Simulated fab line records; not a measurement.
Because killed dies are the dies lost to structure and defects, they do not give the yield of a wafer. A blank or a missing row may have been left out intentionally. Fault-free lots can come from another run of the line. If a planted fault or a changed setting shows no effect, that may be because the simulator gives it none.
What tool caused it? | flow gf180mcu | 12 lots (36 wafers sampled), 1 step of a 602-step route

## WHAT THE GAUGES SHOWED, per wafer
GF_V1_THK_MEAS_03.
lot  | measured     | on            | V1_CVD_02_THK (nm)
L075 | day 17 11:27 | film_metro-01 | 851 863 870
L077 | day 17 19:31 | film_metro-02 | 844 847 854
L079 | day 18 20:17 | film_metro-02 | 853 848 864
L081 | day 19 17:55 | film_metro-04 | 845 847 853
L083 | day 20 11:51 | film_metro-02 | 848 855 858
L085 | day 21 14:30 | film_metro-02 | 839 845 847
L087 | day 21 22:38 | film_metro-01 | 853 853 851
L089 | day 22 20:54 | film_metro-02 | 851 838 860
L091 | day 23 09:59 | film_metro-01 | 847 863 860
L093 | day 23 23:42 | film_metro-01 | 834 838 853
L095 | day 24 13:31 | film_metro-02 | 853 868 868
L097 | day 25 04:18 | film_metro-01 | 849 845 853

## WHICH TOOL RAN EACH LOT (tool, then ch and the chambers of the sampled wafers, then the start)
Record: no process step prior to these readings.

## THE ANSWER, worked out from the rows above alone
Rule: the usual values come from the lots themselves. The widest of any qualifying gaps counts: lots, ordered by their means at a reading, are off when they make up no more than a third of the lots, leave a main group of 4 or more, and stand apart from it by 3 or more times the standard deviation of that group's means. The tables above print the reading to a certain number of digits; a main group whose means all agree to those digits is not used. Also off: a lot with no number at a reading for which 4 or more lots have one. The other lots that the step has rows for count as sound.
Across all readings shown, no lot is off: no conclusion can be drawn from this.

## WHAT WAS PUT IN BY THE SIMULATOR
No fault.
